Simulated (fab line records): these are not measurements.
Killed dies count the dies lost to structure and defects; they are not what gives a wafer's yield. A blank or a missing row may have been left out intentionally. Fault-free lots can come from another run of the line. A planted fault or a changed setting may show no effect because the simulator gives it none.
2 desks, one fault + flow gf180mcu + what lay behind the numbers comes last; until then each desk has only its own

FROM THE METROLOGY DESK
What the gauges read, lot by lot, whatever tool the lot ran on: means of the sampled wafers that have a number. A lot is out of limits, marked OUT, if its mean lies more than 4 standard deviations from the usual mean; the brackets give that distance.
Columns: A = MIM_ALCU_THK at GF_MIM_THK_MEAS_11, usual 206.2 nm; B = M5_OVL at GF_M5_OVL_MEAS_08, usual 0 nm; C = V5_BOW at GF_V5_BOW_MEAS_05, usual 133 um
| lot  | first seen here | A     | B  | C   |
|------|-----------------|-------|----|-----|
| L379 | day 24 06:41    | 203.4 | -7 | 133 |
| L380 | day 24 12:29    | 207.9 | -3 | 124 |
| L381 | day 25 02:12    | 203.3 | -4 | 137 |
| L382 | day 25 07:59    | 205.7 | -6 | 136 |
| L383 | day 26 00:44    | 206.7 | 2  | 123 |
| L384 | day 26 04:38    | 210.9 | 1  | 136 |
| L385 | day 26 11:46    | 205.4 | 9  | 133 |
| L390 | day 28 05:41    | 203.5 | 3  | 127 |
| L392 | day 28 16:07    | 209.7 | -2 | 136 |
| L396 | day 30 03:55    | 204.1 | -1 | 140 |
| L397 | day 30 05:22    | 203.7 | 5  | 140 |
| L395 | day 30 06:10    | 206.8 | 6  | 118 |
| L401 | day 31 05:15    | 206.0 | -0 | 129 |
| L402 | day 31 07:25    | 204.4 | -0 | 132 |
This desk found nothing out of limits on any of the 14 lots.

FOR THE TOOL OWNER'S DESK: pvd sputter-01
At GF_V4_SPUTTER_22 (material TiN, target thk 10 nm, time 40 s) the tool's own readings: per lot run on this tool, the mean of the sampled wafers that have a number. A lot is out of limits, marked OUT, if its mean lies more than 4 standard deviations from the usual mean; the brackets give that distance.
Columns: A = throttle valve pct at GF_V4_SPUTTER_22, usual 30.0 %
| lot  | first seen here | A    |
|------|-----------------|------|
| L380 | day 24 11:18    | 29.7 |
| L381 | day 24 21:31    | 30.2 |
| L384 | day 26 03:27    | 30.0 |
| L390 | day 28 04:30    | 29.9 |
| L392 | day 28 14:56    | 30.2 |
This desk found nothing out of limits on any of the 5 lots.

BROUGHT TOGETHER
Metrology desk: nothing out of limits seen.
The desk of the tool owner found nothing out of limits.

WHAT THE SIMULATOR HAD PUT IN
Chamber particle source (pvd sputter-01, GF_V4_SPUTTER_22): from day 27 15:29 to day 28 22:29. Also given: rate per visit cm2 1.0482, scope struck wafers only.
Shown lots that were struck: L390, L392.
